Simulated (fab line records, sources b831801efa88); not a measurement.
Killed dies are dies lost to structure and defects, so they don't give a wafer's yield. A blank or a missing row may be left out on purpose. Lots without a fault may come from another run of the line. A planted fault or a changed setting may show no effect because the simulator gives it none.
One fault seen from 2 desks | flow gf180mcu | each desk has only its own numbers; what lay behind them comes last

THE TOOL OWNER'S DESK: rtp_anneal-01
The tool's own readings at GF_PSD_RTA_13 (time 20 s): means of the sampled wafers that have a number, for each lot that ran on this tool. A lot is out of limits, marked OUT, if its mean lies more than 4 standard deviations from the usual mean; the brackets give that distance.
Columns: A = anneal_temp_c_max at GF_PSD_RTA_13, usual 1029.0; B = lamp_power_pct at GF_PSD_RTA_13, usual 37 %; C = run_length_s at GF_PSD_RTA_13, usual 49.0 s; D = wafer_temp_C_max at GF_PSD_RTA_13, usual 1029.7
lot  | first seen here | A      | B  | C              | D
L912 | day 14 15:32    | 1028.1 | 34 | 48.8           | 1031.5
L922 | day 18 00:17    | 1028.4 | 34 | 67.0 (+36) OUT | 1032.4
L923 | day 18 10:35    | 1027.8 | 34 | 64.8 (+32) OUT | 1031.5
L930 | day 21 10:33    | 1028.5 | 34 | 48.5           | 1031.0
L933 | day 22 00:44    | 1028.4 | 34 | 48.5           | 1031.7
L932 | day 22 01:01    | 1028.9 | 34 | 48.9           | 1030.7
L934 | day 22 06:29    | 1027.7 | 34 | 48.8           | 1031.3
This desk's finding: out of limits on L922, L923; first on L922, day 18 00:17 (run_length_s at GF_PSD_RTA_13). In limits: L912, L930, L933, L932, L934.

THE METROLOGY DESK
What the gauges read, lot by lot, whatever tool the lot ran on: means of the sampled wafers that have a number. A lot is out of limits, marked OUT, if its mean lies more than 4 standard deviations from the usual mean; the brackets give that distance.
Columns: A = MVPSD_TW at GF_MVPSD_TW_MEAS_11, usual 558.0; B = NSD_RS at GF_PSD_RS_MEAS_14, usual 46.18 ohm/sq; C = PSD_RS at GF_PSD_RS_MEAS_15, usual 108.62 ohm/sq; D = M2_ALCU_RS at GF_M2_RS_MEAS_05, usual 0.0697 ohm/sq
lot  | first seen here | A     | B               | C                | D
L911 | day 5 01:22     | 557.3 | 46.23           | 108.79           | 0.0691
L912 | day 5 06:01     | 559.9 | 46.15           | 108.81           | 0.0702
L914 | day 5 19:26     | 554.8 | 46.16           | 108.53           | 0.0687
L916 | day 6 07:34     | 556.4 | 46.14           | 108.33           | 0.0693
L922 | day 7 16:21     | 558.8 | 43.60 (-28) OUT | 103.95 (-17) OUT | 0.0698
L923 | day 8 00:03     | 556.0 | 43.52 (-29) OUT | 103.98 (-17) OUT | 0.0712
L927 | day 8 21:37     | 553.2 | 46.25           | 108.83           | 0.0690
L930 | day 10 02:59    | 561.2 | 46.12           | 108.52           | 0.0697
L931 | day 10 03:03    | 559.2 | 46.20           | 108.64           | 0.0685
L932 | day 10 13:14    | 557.5 | 46.00           | 108.32           | 0.0693
L933 | day 10 13:35    | 560.5 | 46.28           | 108.74           | 0.0708
L934 | day 10 19:13    | 557.3 | 46.11           | 108.36           | 0.0694
This desk's finding: out of limits on L922, L923; first on L922, day 18 00:26 (NSD_RS at GF_PSD_RS_MEAS_14). In limits: L911, L912, L914, L916, L927, L930, L931, L932, L933, L934.

PUT TOGETHER
The tool owner's desk could have raised an alarm at day 18 00:17, on L922, L923.
The metrology desk could have raised an alarm at day 18 00:26, on L922, L923.
Of the lots named, all ran GF_PSD_RTA_13 on rtp_anneal-01.

WHAT THE SIMULATOR HAD PUT IN
Process parameter drift: rtp_anneal-01, from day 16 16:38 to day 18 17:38, at GF_PSD_RTA_13. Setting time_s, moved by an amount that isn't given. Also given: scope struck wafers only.
Lots struck among those shown: L922, L923.
Hours from the fault's start to each desk's first reading out of limits: the tool owner's desk, 32; the metrology desk, 32.
